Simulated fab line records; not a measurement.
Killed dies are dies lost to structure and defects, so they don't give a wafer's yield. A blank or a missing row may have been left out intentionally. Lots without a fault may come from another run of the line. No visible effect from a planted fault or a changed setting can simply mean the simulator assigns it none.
fab line records    flow sky130
record lots=6  wafers=18  lastDay=50
route steps=708 shown VT_ADJUST_NCORE@129 VT_ADJUST_HVTR@131 VT_ADJUST_PCH@143 SONOS_TUNNEL@154 SONOS_ONO@168 PAD_OPEN@708
lots that met no fault: taken from a fault-free run of the same line
startH: hours from the record's opening day to when the first of the lot's shown wafers began    waitH: how many hours have passed since the lot's step before this one    " identical to the entry in the row above    L1.1+2: a row that stands for several wafers    - no value, or no start given    * or withheld: withheld    < > ~ a bound
route shown NAME@n: NAME is a module with steps in the file, n the number in the route of the first one    usual: average and standard deviation across the fault-free wafers    same: alike in all rows    chamber/n: place in a boat    sites: the reading at each site    _std_site: how widely they spread, as a standard deviation    _edge_site: outer sites' mean less inner sites'    radiusMm: for every site, how far away it sits from the centre of the wafer    mask NAME#n: copy n    behind: the last tool/chamber to shape the wafer    hold: cause of the lot's hold/its duration in hours/its outcome    device: names the non-switching transistor (n, p or np)    end of line: tests run on the same wafers once the route is complete    a step without rows: its recipe alone    killed: count of dies lost to structure and defects at first sort (not the wafer's yield)    map: dies across one wafer; x = killed, . = not, _ = none there
set.NAME: the setting that was run; set.NAME@STEP: the one run at that earlier step    model.NAME: the simulator's own value behind a step, which no gauge read
lots seen at some steps along the route; tables by step, rows by wafer
services: a tool's chamber out of use, with start hour (startH, from the record's first day; less than 0 if before it), hours out, and reason
## steps
# step SKY_VT_ADJUST_NCORE_STRIP_10
# recipe chemistry=O2/N2  powerW=1400  pressureMtorr=1500  platenTempC=withheld  o2FlowSccm=2927  n2FlowSccm=300  overashFraction=0.5
# usual drypumpMotorCurrentA=5.6/0.35  oesProductAu=0.715/0.0044  stripTimeToEndpointS=14.20/0.036
lot.wafer  tool            chamber  startH  waitH  drypumpMotorCurrentA  oesProductAu  rfHoursCounterH  stripTimeToEndpointS
L849.3     plasmaAsher-02  1        183.68  0.1    5.9                   0.710         -                14.18
L849.4     "               0        "       "      5.1                   0.715         -                14.18
L849.5     "               1        "       "      5.9                   0.713         -                14.23
L857.3     plasmaAsher-02  1        237.78  0.1    5.8                   0.715         -                14.13
L857.4     "               0        "       "      5.2                   0.707         -                14.19
L857.6     "               0        "       "      5.1                   0.707         -                14.16
L858.3     plasmaAsher-02  0        251.01  0.1    5.2                   0.711         -                14.17
L858.4     "               1        "       "      5.9                   0.718         -                14.14
L858.6     "               0        "       "      5.1                   0.718         -                14.14
L865.1     plasmaAsher-03  0        298.84  0.1    5.7                   0.713         18               14.22
L865.3     "               1        "       "      6.1                   0.717         -                14.26
L865.5     "               1        "       "      6.1                   0.719         -                14.24
L866.2     plasmaAsher-03  0        303.84  0.1    5.7                   0.712         19               14.25
L866.3     "               0        "       "      5.7                   0.718         -                14.23
L866.6     "               0        "       "      5.7                   0.715         -                14.22
L871.1     plasmaAsher-02  0        339.49  0.1    5.1                   0.707         64               14.22
L871.3     "               1        "       "      5.9                   0.709         -                14.16
L871.5     "               0        "       "      5.1                   0.719         -                14.16
# step SKY_VT_ADJUST_NCORE_TW_MEAS_11
# usual VT_ADJUST_NCORE_TW=219.5/1.2
lot.wafer  tool          chamber  startH  waitH  VT_ADJUST_NCORE_TW
L849.3     filmMetro-02  -        183.76  0.1    220.8
L849.4     "             -        "       "      219.8
L849.5     "             -        "       "      221.3
L857.3     filmMetro-01  -        237.86  0.1    216.3
L857.4     "             -        "       "      218.5
L857.6     "             -        "       "      218.4
L858.3     filmMetro-01  -        251.09  0.1    218.9
L858.4     "             -        "       "      220.1
L858.6     "             -        "       "      219.6
L865.1     filmMetro-04  -        298.94  0.1    220.3
L865.3     "             -        "       "      220.0
L865.5     "             -        "       "      219.3
L866.2     filmMetro-01  -        303.95  0.1    218.8
L866.3     "             -        "       "      218.9
L866.6     "             -        "       "      218.6
L871.1     filmMetro-01  -        339.59  0.1    218.1
L871.3     "             -        "       "      218.1
L871.5     "             -        "       "      219.6
# step SKY_VT_ADJUST_HVTR_DEHYDRATE_00
# recipe tempC=200  timeS=60
# step SKY_VT_ADJUST_HVTR_HMDS_01
# recipe primeTimeS=60  primeTempC=120
# step SKY_VT_ADJUST_HVTR_COAT_02
# recipe resist=NOVOLAK  spinRpm=3000  resistThkNm=1140
# step SKY_VT_ADJUST_HVTR_SOFTBAKE_03
# recipe tempC=90  timeS=60  resist=NOVOLAK
# step SKY_VT_ADJUST_HVTR_EXPOSE_04
# recipe maskId=HVTRM  targetCdNm=380  na=0.6  sourceShape=conventional  sigmaOuter=0.6  doseMj=150
# step SKY_VT_ADJUST_HVTR_PEB_05
# recipe tempC=withheld  timeS=*  resist=NOVOLAK
# step SKY_VT_ADJUST_HVTR_DEVELOP_06
# recipe developTimeS=60  devTempC=23
# step SKY_VT_ADJUST_HVTR_CD_MEAS_07
# recipe targetCdNm=380
# usual cdNm=379.2/2.1
lot.wafer  tool      chamber  startH  waitH  cdNm
L849.3     cdSem-02  -        204.96  0.1    379.9
L849.4     "         -        "       "      377.9
L849.5     "         -        "       "      378.1
L857.3     cdSem-01  -        261.76  0.1    382.9
L857.4     "         -        "       "      380.6
L857.6     "         -        "       "      380.4
L858.3     cdSem-02  -        275.82  0.1    380.1
L858.4     "         -        "       "      381.0
L858.6     "         -        "       "      380.1
L865.1     cdSem-01  -        325.47  0.1    379.4
L865.3     "         -        "       "      380.7
L865.5     "         -        "       "      381.9
L866.2     cdSem-01  -        330.44  0.1    378.5
L866.3     "         -        "       "      377.6
L866.6     "         -        "       "      377.0
L871.1     cdSem-02  -        367.22  0.1    384.4
L871.3     "         -        "       "      380.0
L871.5     "         -        "       "      382.2
# step SKY_VT_ADJUST_HVTR_OVL_MEAS_08
# usual VT_ADJUST_HVTR_OVL=0.7/1.2
lot.wafer  tool        chamber  startH  waitH  VT_ADJUST_HVTR_OVL[nm]
L849.3     overlay-02  -        205.05  0.1    1.1
L849.4     "           -        "       "      2.1
L849.5     "           -        "       "      0.2
L857.3     overlay-02  -        261.85  0.1    1.6
L857.4     "           -        "       "      2.5
L857.6     "           -        "       "      2.2
L858.3     overlay-02  -        275.91  0.1    -0.6
L858.4     "           -        "       "      1.0
L858.6     "           -        "       "      0.7
L865.1     overlay-02  -        325.59  0.1    1.0
L865.3     "           -        "       "      0.4
L865.5     "           -        "       "      0.8
L866.2     overlay-02  -        330.54  0.1    1.5
L866.3     "           -        "       "      1.2
L866.6     "           -        "       "      1.8
L871.1     overlay-01  -        367.34  0.1    -0.2
L871.3     "           -        "       "      -2.0
L871.5     "           -        "       "      -1.0
# step SKY_VT_ADJUST_HVTR_IMPLANT_09
# recipe species=B  energyKev=10  doseCm2=2.1e+12  tiltDeg=withheld
# step SKY_VT_ADJUST_HVTR_STRIP_10
# recipe chemistry=O2/N2  powerW=1400  pressureMtorr=1500  platenTempC=withheld  o2FlowSccm=3000  n2FlowSccm=300  overashFraction=0.5
# usual drypumpMotorCurrentA=5.4/0.31  oesProductAu=0.716/0.0045  stripTimeToEndpointS=14.17/0.038
lot.wafer  tool            chamber  startH  waitH  drypumpMotorCurrentA  oesProductAu  rfHoursCounterH  stripTimeToEndpointS
L849.3     plasmaAsher-02  0        205.26  0.1    5.1                   0.714         -                14.10
L849.4     "               1        "       "      5.9                   0.707         -                14.12
L849.5     "               0        "       "      5.1                   0.716         -                14.11
L857.3     plasmaAsher-01  1        262.06  0.1    5.2                   0.710         -                14.19
L857.4     "               0        "       "      5.6                   0.717         -                14.22
L857.6     "               1        "       "      5.2                   0.708         -                14.20
L858.3     plasmaAsher-04  1        276.12  0.1    5.7                   0.725         -                14.16
L858.4     "               0        "       "      5.0                   0.718         -                14.13
L858.6     "               1        "       "      5.7                   0.718         -                14.20
L865.1     plasmaAsher-04  1        325.77  0.1    5.7                   0.717         52               14.19
L865.3     "               1        "       "      5.6                   0.715         -                14.16
L865.5     "               1        "       "      5.6                   0.713         -                14.21
L866.2     plasmaAsher-04  0        330.72  0.1    5.1                   0.716         52               14.17
L866.3     "               0        "       "      5.1                   0.723         -                14.21
L866.6     "               0        "       "      5.1                   0.716         -                14.22
L871.1     plasmaAsher-02  1        367.53  0.1    5.9                   0.717         67               14.20
L871.3     "               0        "       "      5.1                   0.706         -                14.18
L871.5     "               0        "       "      5.1                   0.718         -                14.18
# step SKY_VT_ADJUST_HVTR_TW_MEAS_11
# usual VT_ADJUST_HVTR_TW=210.0/1.6
lot.wafer  tool          chamber  startH  waitH  VT_ADJUST_HVTR_TW
L849.3     filmMetro-03  -        205.34  0.1    208.4
L849.4     "             -        "       "      208.7
L849.5     "             -        "       "      208.6
L857.3     filmMetro-03  -        262.14  0.1    208.0
L857.4     "             -        "       "      207.4
L857.6     "             -        "       "      209.3
L858.3     filmMetro-03  -        276.20  0.1    209.7
L858.4     "             -        "       "      208.4
L858.6     "             -        "       "      208.9
L865.1     filmMetro-03  -        325.87  0.1    206.8
L865.3     "             -        "       "      208.1
L865.5     "             -        "       "      208.0
L866.2     filmMetro-01  -        330.83  0.1    210.8
L866.3     "             -        "       "      211.2
L866.6     "             -        "       "      211.5
L871.1     filmMetro-02  -        367.63  0.1    210.0
L871.3     "             -        "       "      210.3
L871.5     "             -        "       "      211.2
# step SKY_VT_ADJUST_PCH_DEHYDRATE_00
# recipe tempC=200  timeS=60
# step SKY_VT_ADJUST_PCH_HMDS_01
# recipe primeTimeS=60  primeTempC=120
# step SKY_VT_ADJUST_PCH_COAT_02
# recipe spinRpm=2000  resistThkNm=3000
# step SKY_VT_ADJUST_PCH_SOFTBAKE_03
# recipe tempC=110  timeS=withheld
# step SKY_VT_ADJUST_PCH_EXPOSE_04
# recipe maskId=NWM  na=0.6  sourceShape=conventional  sigmaOuter=0.6  polarization=unpolarized  targetCdNm=840  doseMj=255
# step SKY_VT_ADJUST_PCH_PEB_05
# recipe tempC=115  timeS=withheld
# step SKY_VT_ADJUST_PCH_DEVELOP_06
# recipe wallAngleDeg=90  developer=TMAH  developTimeS=60  devTempC=23
# step SKY_VT_ADJUST_PCH_OVL_MEAS_07
# usual VT_ADJUST_PCH_OVL=0.4/1.4
lot.wafer  tool        chamber  startH  waitH  VT_ADJUST_PCH_OVL[nm]
L849.3     overlay-01  -        228.05  -      0.1
L849.4     "           -        "       "      -0.6
L849.5     "           -        "       "      0.5
L857.3     overlay-01  -        287.25  -      1.3
L857.4     "           -        "       "      0.7
L857.6     "           -        "       "      0.8
L858.3     overlay-01  -        301.29  -      -0.3
L858.4     "           -        "       "      -0.2
L858.6     "           -        "       "      -0.7
L865.1     overlay-01  -        353.37  -      3.1
L865.3     "           -        "       "      3.3
L865.5     "           -        "       "      3.3
L866.2     overlay-01  -        358.27  -      0.7
L866.3     "           -        "       "      1.1
L866.6     "           -        "       "      1.4
L871.1     overlay-01  -        395.83  -      -0.2
L871.3     "           -        "       "      -1.2
L871.5     "           -        "       "      -0.4
# step SKY_VT_ADJUST_PCH_IMPLANT_08
# recipe species=B  energyKev=10  doseCm2=5e+11  tiltDeg=withheld
# step SKY_VT_ADJUST_PCH_STRIP_09
# recipe chemistry=O2/N2  powerW=1400  pressureMtorr=1500  platenTempC=withheld  o2FlowSccm=3000  n2FlowSccm=300  overashFraction=0.5
# usual drypumpMotorCurrentA=5.6/0.36  oesProductAu=0.723/0.0047  stripTimeToEndpointS=36.89/0.1
lot.wafer  tool            chamber  startH  waitH  drypumpMotorCurrentA  oesProductAu  rfHoursCounterH  stripTimeToEndpointS
L849.3     plasmaAsher-04  1        228.26  0.1    5.6                   0.725         -                36.80
L849.4     "               0        "       "      5.1                   0.718         -                36.69
L849.5     "               1        "       "      5.7                   0.720         -                36.92
L857.3     plasmaAsher-03  1        287.46  0.1    6.1                   0.715         -                36.92
L857.4     "               0        "       "      5.7                   0.725         -                36.88
L857.6     "               0        "       "      5.7                   0.716         -                36.84
L858.3     plasmaAsher-04  1        301.50  0.1    5.6                   0.729         -                36.72
L858.4     "               0        "       "      5.1                   0.728         -                36.80
L858.6     "               0        "       "      5.1                   0.721         -                36.85
L865.1     plasmaAsher-04  0        353.55  0.1    5.1                   0.732         55               36.96
L865.3     "               1        "       "      5.6                   0.726         -                36.81
L865.5     "               0        "       "      5.1                   0.718         -                36.83
L866.2     plasmaAsher-02  1        358.45  0.1    5.9                   0.721         66               36.97
L866.3     "               1        "       "      5.9                   0.721         -                37.01
L866.6     "               0        "       "      5.1                   0.725         -                36.96
L871.1     plasmaAsher-03  1        396.01  0.1    6.1                   0.727         27               36.90
L871.3     "               0        "       "      5.7                   0.721         -                36.94
L871.5     "               1        "       "      6.1                   0.710         -                37.04
# step SKY_VT_ADJUST_PCH_TW_MEAS_10
# usual VT_ADJUST_PCH_TW=142.3/0.91
lot.wafer  tool          chamber  startH  waitH  VT_ADJUST_PCH_TW
L849.3     filmMetro-01  -        228.36  0.1    141.6
L849.4     "             -        "       "      140.4
L849.5     "             -        "       "      142.2
L857.3     filmMetro-03  -        287.54  0.1    141.6
L857.4     "             -        "       "      141.4
L857.6     "             -        "       "      141.4
L858.3     filmMetro-01  -        301.58  0.1    143.1
L858.4     "             -        "       "      141.8
L858.6     "             -        "       "      142.7
L865.1     filmMetro-04  -        353.65  0.1    143.7
L865.3     "             -        "       "      143.5
L865.5     "             -        "       "      144.7
L866.2     filmMetro-04  -        358.56  0.1    143.3
L866.3     "             -        "       "      143.3
L866.6     "             -        "       "      142.7
L871.1     filmMetro-04  -        396.11  0.1    143.1
L871.3     "             -        "       "      142.8
L871.5     "             -        "       "      142.9
# step SKY_SONOS_TUNNEL_DEHYDRATE_00
# recipe tempC=200  timeS=60
# step SKY_SONOS_TUNNEL_HMDS_01
# recipe primeTimeS=60  primeTempC=120
# step SKY_SONOS_TUNNEL_COAT_02
# recipe resist=NOVOLAK  spinRpm=3000  resistThkNm=1131
# step SKY_SONOS_TUNNEL_SOFTBAKE_03
# recipe tempC=90  timeS=60  resist=NOVOLAK
# step SKY_SONOS_TUNNEL_EXPOSE_04
# recipe maskId=TUNM  na=0.6  sourceShape=conventional  sigmaOuter=0.6  polarization=unpolarized  targetCdNm=410  doseMj=136
# step SKY_SONOS_TUNNEL_PEB_05
# recipe tempC=withheld  timeS=*  resist=NOVOLAK
# step SKY_SONOS_TUNNEL_DEVELOP_06
# recipe resist=NOVOLAK  developer=TMAH  developTimeS=60  devTempC=23
# step SKY_SONOS_TUNNEL_CD_MEAS_07
# recipe targetCdNm=410
# usual cdNm=409.9/2.3
lot.wafer  tool      chamber  startH  waitH  cdNm
L849.3     cdSem-01  -        252.43  0.1    412.1
L849.4     "         -        "       "      413.4
L849.5     "         -        "       "      414.1
L857.3     cdSem-01  -        313.33  0.1    415.1
L857.4     "         -        "       "      415.8
L857.6     "         -        "       "      415.2
L858.3     cdSem-01  -        327.32  0.1    410.4
L858.4     "         -        "       "      409.2
L858.6     "         -        "       "      407.7
L865.1     cdSem-01  -        381.98  0.1    407.4
L865.3     "         -        "       "      408.3
L865.5     "         -        "       "      407.8
L866.2     cdSem-02  -        386.45  0.1    407.6
L866.3     "         -        "       "      408.3
L866.6     "         -        "       "      408.0
L871.1     cdSem-02  -        426.63  0.1    411.0
L871.3     "         -        "       "      412.7
L871.5     "         -        "       "      411.5
# step SKY_SONOS_TUNNEL_OVL_MEAS_08
# usual SONOS_TUNNEL_OVL=0.5/1.8
lot.wafer  tool        chamber  startH  waitH  SONOS_TUNNEL_OVL[nm]
L849.3     overlay-01  -        252.52  0.1    0.5
L849.4     "           -        "       "      0.5
L849.5     "           -        "       "      1.0
L857.3     overlay-01  -        313.42  0.1    -1.0
L857.4     "           -        "       "      -2.4
L857.6     "           -        "       "      -0.8
L858.3     overlay-01  -        327.43  0.1    -2.9
L858.4     "           -        "       "      -2.1
L858.6     "           -        "       "      -3.1
L865.1     overlay-01  -        382.10  0.1    1.7
L865.3     "           -        "       "      2.5
L865.5     "           -        "       "      3.8
L866.2     overlay-01  -        386.56  0.1    2.1
L866.3     "           -        "       "      2.6
L866.6     "           -        "       "      1.7
L871.1     overlay-02  -        426.75  0.1    1.3
L871.3     "           -        "       "      2.3
L871.5     "           -        "       "      2.2
# step SKY_SONOS_TUNNEL_IMPLANT_09
# recipe species=B  energyKev=20  doseCm2=1e+12  tiltDeg=withheld
# step SKY_SONOS_TUNNEL_WET_ETCH_10
# recipe chemistry=dHF  targetDepthNm=14  target=SiO2  dilution=100:1  tempC=25  timeS=280
# step SKY_SONOS_TUNNEL_STRIP_11
# recipe chemistry=SPM  timeS=600  tempC=130
# step SKY_SONOS_TUNNEL_TW_MEAS_12
# usual SONOS_TUNNEL_TW=197.5/1.9
lot.wafer  tool          chamber  startH  waitH  SONOS_TUNNEL_TW
L849.3     filmMetro-02  -        252.97  0.0    198.5
L849.4     "             -        "       "      199.6
L849.5     "             -        "       "      199.2
L857.3     filmMetro-03  -        313.88  0.0    195.2
L857.4     "             -        "       "      194.4
L857.6     "             -        "       "      195.5
L858.3     filmMetro-04  -        327.89  0.0    197.7
L858.4     "             -        "       "      197.9
L858.6     "             -        "       "      199.1
L865.1     filmMetro-04  -        382.56  0.0    197.2
L865.3     "             -        "       "      196.5
L865.5     "             -        "       "      198.2
L866.2     filmMetro-02  -        387.04  0.0    198.6
L866.3     "             -        "       "      198.6
L866.6     "             -        "       "      199.5
L871.1     filmMetro-02  -        427.21  0.0    201.8
L871.3     "             -        "       "      201.8
L871.5     "             -        "       "      202.0
# step SKY_SONOS_TUNNEL_CLEAN_13
# recipe chemistry=dHF  timeS=20  dilution=100:1  dry=ipaMarangoni
# step SKY_SONOS_ONO_OXIDATION_00
# recipe tempC=800  ambient=O2  idleTempC=700  rampUpCPerMin=10  rampDownCPerMin=3  stabiliseS=600  purgeS=300  targetThkA=26  oxTimeS=1249
# step SKY_SONOS_ONO_THK_MEAS_01
# recipe reads=SiO2_of_SONOS_ONO_OXIDATION_00
# usual SONOS_ONO_OXIDATION_THK=2.61/0.051
lot.wafer  tool          chamber  startH  waitH  SONOS_ONO_OXIDATION_THK[nm]
L849.3     filmMetro-04  -        254.60  0.0    2.62
L849.4     "             -        "       "      2.54
L849.5     "             -        "       "      2.58
L857.3     filmMetro-04  -        315.30  0.0    2.49
L857.4     "             -        "       "      2.58
L857.6     "             -        "       "      2.61
L858.3     filmMetro-02  -        329.31  0.0    2.68
L858.4     "             -        "       "      2.72
L858.6     "             -        "       "      2.67
L865.1     filmMetro-04  -        385.01  0.0    2.59
L865.3     "             -        "       "      2.65
L865.5     "             -        "       "      2.62
L866.2     filmMetro-01  -        388.59  0.0    2.65
L866.3     "             -        "       "      2.59
L866.6     "             -        "       "      2.56
L871.1     filmMetro-04  -        428.63  0.0    2.59
L871.3     "             -        "       "      2.57
L871.5     "             -        "       "      2.60
# step SKY_SONOS_ONO_CVD_02
# recipe material=Si3N4  precursor=DCS/NH3  targetThkNm=10.5  tempC=770  timeS=180  pressureMtorr=250
# step SKY_PAD_OPEN_PROBE_99
# usual killed_at_M0_to_M3=44/7.3  killed_at_M4_up=3.3/1.8  killedAtContacts=24/5.3  killedAtFrontEnd=16/5  killedAtOther=0.2/0.51  killedDies=87/10  killedOpen=47/7.5  killedShort=40/6.3
# same grossDies=492  killedAtBackSide=0
lot.wafer  tool       chamber  startH   waitH  hold                     killed_at_M0_to_M3  killed_at_M4_up  killedAtContacts  killedAtFrontEnd  killedAtOther  killedDies  killedOpen  killedShort
L849.3     prober-02  -        1080.27  0.2    -                        38                  3                23                14                0              78          36          42
L849.4     prober-02  -        1080.32  0.2    -                        47                  2                18                19                0              86          46          40
L849.5     prober-02  -        1080.37  0.2    -                        42                  4                26                18                0              90          39          51
L857.3     prober-02  -        1142.30  0.2    -                        35                  5                26                14                1              81          39          42
L857.4     prober-02  -        1142.35  0.2    -                        38                  5                36                7                 1              87          43          44
L857.6     prober-02  -        1142.45  0.2    -                        42                  4                27                20                0              93          48          45
L858.3     prober-01  -        1142.91  0.2    -                        32                  2                31                21                0              86          45          41
L858.4     prober-01  -        1142.96  0.2    -                        46                  0                32                19                0              97          54          43
L858.6     prober-01  -        1143.06  0.2    -                        29                  5                18                7                 0              59          28          31
L865.1     prober-02  -        1176.25  0.1    awaitDispo/4.9h/release  48                  4                22                44                1              119         42          38
L865.3     prober-02  -        1176.35  0.2    awaitDispo/4.9h/release  39                  3                34                44                0              120         49          34
L865.5     prober-02  -        1176.45  0.2    awaitDispo/4.9h/release  38                  4                25                46                0              113         47          29
L866.2     prober-01  -        1177.80  0.1    awaitDispo/2.3h/release  48                  4                14                58                0              124         39          38
L866.3     prober-01  -        1177.85  0.2    awaitDispo/2.3h/release  48                  3                23                61                0              135         40          43
L866.6     prober-01  -        1178.00  0.2    awaitDispo/2.3h/release  49                  1                21                54                0              125         45          39
L871.1     prober-02  -        1200.56  0.1    -                        57                  4                24                22                0              107         56          51
L871.3     prober-02  -        1200.66  0.2    -                        56                  3                20                15                0              94          46          48
L871.5     prober-02  -        1200.76  0.2    -                        66                  4                28                20                0              118         62          56
# killed by level:class
L849.3 LI_CONTACT:geometricParticle:open=8 FIELD_ISO:geometricParticle:short=7 CONTACT:geometricParticle:short=6 VIA1:geometricParticle:short=6 VIA1:geometricParticle:open=6 VIA2:geometricParticle:short=6 METAL2:geometricParticle:short=5 CONTACT:geometricParticle:open=4
L849.4 CONTACT:geometricParticle:open=10 VIA1:geometricParticle:open=9 METAL1:geometricParticle:short=8 VIA3:geometricParticle:short=7 VIA3:geometricParticle:open=6 METAL2:geometricParticle:short=5 FIELD_ISO:geometricParticle:open=4 VIA2:geometricParticle:open=4
L849.5 FIELD_ISO:geometricParticle:short=10 VIA2:geometricParticle:open=8 CONTACT:geometricParticle:short=8 VIA3:geometricParticle:open=8 CONTACT:geometricParticle:open=7 VIA1:geometricParticle:open=6 FIELD_ISO:geometricParticle:open=5 LI_CONTACT:geometricParticle:short=5
L857.3 CONTACT:geometricParticle:open=9 CONTACT:geometricParticle:short=6 VIA1:geometricParticle:open=6 LI_CONTACT:geometricParticle:open=5 VIA1:geometricParticle:short=5 FIELD_ISO:geometricParticle:short=4 METAL3:geometricParticle:short=4 METAL1:geometricParticle:short=4
L857.4 CONTACT:geometricParticle:open=15 VIA1:geometricParticle:open=12 CONTACT:geometricParticle:short=10 LI_CONTACT:geometricParticle:open=5 METAL2:geometricParticle:short=5 METAL1:geometricParticle:short=4 VIA1:geometricParticle:short=4 VIA2:geometricParticle:open=4
L857.6 VIA1:geometricParticle:open=12 CONTACT:geometricParticle:open=9 VIA3:geometricParticle:open=7 CONTACT:geometricParticle:short=6 POLY_GATE:geometricParticle:open=6 VIA1:geometricParticle:short=6 METAL2:geometricParticle:short=5 LI_CONTACT:geometricParticle:open=4
L858.3 CONTACT:geometricParticle:open=10 CONTACT:geometricParticle:short=9 FIELD_ISO:geometricParticle:open=7 LI_CONTACT:geometricParticle:open=7 VIA1:geometricParticle:open=7 LOCAL_INTERCONNECT:geometricParticle:short=4 FIELD_ISO:geometricParticle:short=4 METAL1:geometricParticle:short=4
L858.4 VIA3:geometricParticle:open=10 CONTACT:geometricParticle:open=8 LI_CONTACT:geometricParticle:open=8 CONTACT:geometricParticle:short=8 VIA1:geometricParticle:open=7 VIA2:geometricParticle:open=6 FIELD_ISO:geometricParticle:open=5 METAL2:geometricParticle:short=5
L858.6 VIA1:geometricParticle:open=7 CONTACT:geometricParticle:short=6 VIA2:geometricParticle:open=5 LOCAL_INTERCONNECT:geometricParticle:short=4 METAL1:geometricParticle:short=4 LI_CONTACT:geometricParticle:open=3 CONTACT:geometricParticle:open=3 VIA3:geometricParticle:open=3
L865.1 VT_ADJUST_HVTR:unspecified=39 VIA3:geometricParticle:open=10 CONTACT:geometricParticle:open=9 VIA2:geometricParticle:open=9 METAL1:geometricParticle:short=6 METAL3:geometricParticle:short=6 CONTACT:geometricParticle:short=5 VIA1:geometricParticle:open=5
L865.3 VT_ADJUST_HVTR:unspecified=37 CONTACT:geometricParticle:open=14 VIA1:geometricParticle:open=10 LI_CONTACT:geometricParticle:open=8 VIA2:geometricParticle:open=6 LOCAL_INTERCONNECT:geometricParticle:short=5 METAL2:geometricParticle:short=5 METAL3:geometricParticle:short=4
L865.5 VT_ADJUST_HVTR:unspecified=37 VIA1:geometricParticle:open=11 LI_CONTACT:geometricParticle:open=9 CONTACT:geometricParticle:open=6 VIA2:geometricParticle:open=6 VIA3:geometricParticle:open=5 LOCAL_INTERCONNECT:geometricParticle:short=4 VIA1:geometricParticle:short=4
L866.2 VT_ADJUST_HVTR:unspecified=47 VIA1:geometricParticle:open=12 METAL1:geometricParticle:short=7 VIA2:geometricParticle:open=7 CONTACT:geometricParticle:open=6 VIA1:geometricParticle:short=5 FIELD_ISO:geometricParticle:short=4 VIA3:geometricParticle:open=4
L866.3 VT_ADJUST_HVTR:unspecified=52 VIA1:geometricParticle:open=9 METAL2:geometricParticle:short=8 VIA2:geometricParticle:open=8 LI_CONTACT:geometricParticle:open=6 CONTACT:geometricParticle:open=6 VIA1:geometricParticle:short=6 VIA3:geometricParticle:open=6
L866.6 VT_ADJUST_HVTR:unspecified=41 VIA1:geometricParticle:open=13 VIA3:geometricParticle:open=8 METAL2:geometricParticle:short=7 METAL1:geometricParticle:short=6 LOCAL_INTERCONNECT:geometricParticle:short=5 CONTACT:geometricParticle:open=5 VIA2:geometricParticle:open=5
L871.1 VIA1:geometricParticle:open=10 VIA2:geometricParticle:open=9 CONTACT:geometricParticle:open=8 VIA1:geometricParticle:short=7 METAL2:geometricParticle:short=7 VIA3:geometricParticle:open=7 FIELD_ISO:geometricParticle:short=6 LI_CONTACT:geometricParticle:open=6
L871.3 VIA1:geometricParticle:open=10 FIELD_ISO:geometricParticle:short=9 VIA1:geometricParticle:short=9 VIA3:geometricParticle:open=9 VIA2:geometricParticle:open=8 CONTACT:geometricParticle:open=7 VIA2:geometricParticle:short=7 METAL2:geometricParticle:short=5
L871.5 VIA1:geometricParticle:open=15 METAL2:geometricParticle:short=13 METAL1:geometricParticle:short=9 VIA2:geometricParticle:open=9 LI_CONTACT:geometricParticle:open=7 CONTACT:geometricParticle:open=7 CONTACT:geometricParticle:short=7 VIA3:geometricParticle:open=6
# map L865.3 (x killed, . not)
__________..x......._________
________x.......x.xx.._______
______x.......x.....x..._____
_____...............x....____
____.....x....x.....x...xx___
___xxx....x.x.x......x.xxxx__
__....x...........x...xxxxxx_
_x...........x..xx.x.x.xxxxxx
_...x...x.x..x...x...xxxxxxxx
_...x......x...x....x.xxxxxxx
_....x.....x.......x...x.xxx.
_...............x..x...x.xxxx
_....x.xx....................
_.....x.....xxx......x.....x.
_.x...x........x.............
__......x..x.x.x.........x.._
___x.......x....x..........__
____....x.....x....x.x.x.x___
_____.........x......x..x____
______..x.x.......x....._____
________........x.x.xx_______
__________.....x...._________
# map L866.3 (x killed, . not)
__________.x.....xxx_________
________x..x.x......x._______
______......x.....x....._____
_____......x.x...........____
____...xx.x...............___
___...x...........x........__
__......x..xx..............x_
_..x...............x...x..x..
_..x.x....x...x.....x....x..x
_x........x......x..xxxx.....
_.x....xxxx..xx.....x....xx..
_.....xx.xxx.x.xx..x.....x..x
_.xx.xxxxxxxx..........x..x..
_..xx.xxxxxxxxxx.....x.......
_x...xxxxxxxxx...............
__...xxxxxxxxx....xx..x....._
___....xxxxxxx.xx..x.......__
____x...x.xx..........xx..___
_____.x..x.............xx____
______x.........x...x..._____
________....x........x_______
__________.x......xx_________
## services
tool            chamber  startH  hours  kind
plasmaAsher-03  -        161.29  8.1    repair
plasmaAsher-02  -        197.02  3.7    repair
plasmaAsher-04  -        210.57  2.8    pm
plasmaAsher-02  -        219.82  1.9    repair
plasmaAsher-01  -        252.02  6.7    repair
plasmaAsher-01  -        262.16  1.1    repair
plasmaAsher-04  -        370.96  1.8    repair
plasmaAsher-03  -        389.07  4.5    repair
## key
firstSign step=SKY_PAD_OPEN_PROBE_99  reading=killedAtFrontEnd  direction=up  sigmas=7.1  usual=16  struck=51
effect step=SKY_PAD_OPEN_PROBE_99  reading=killedDies  direction=up  sigmas=3.5  usual=87  struck=123
metAt SKY_VT_ADJUST_HVTR_STRIP_10
struckWafers L865.1,L865.3,L865.5,L866.2,L866.3,L866.6
testerLeftOut L865,L866
onsetBetween 276.12 325.77
alsoFits SKY_VT_ADJUST_NCORE_STRIP_10:plasmaAsher-03
fault kind=chamberParticleSource  tool=plasmaAsher-04  chamber=-  onsetH=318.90  steps=SKY_VT_ADJUST_HVTR_STRIP_10  ratePerVisitCm2=0.62926  endH=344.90
# testerLeftOut: of these lots the tester's yield and bins aren't shown, on N5 and GAA mostly nor the transistor test; their killed dies are dies lost to structure and defects alone, not to doping, threshold or leakage, so they don't give the yield
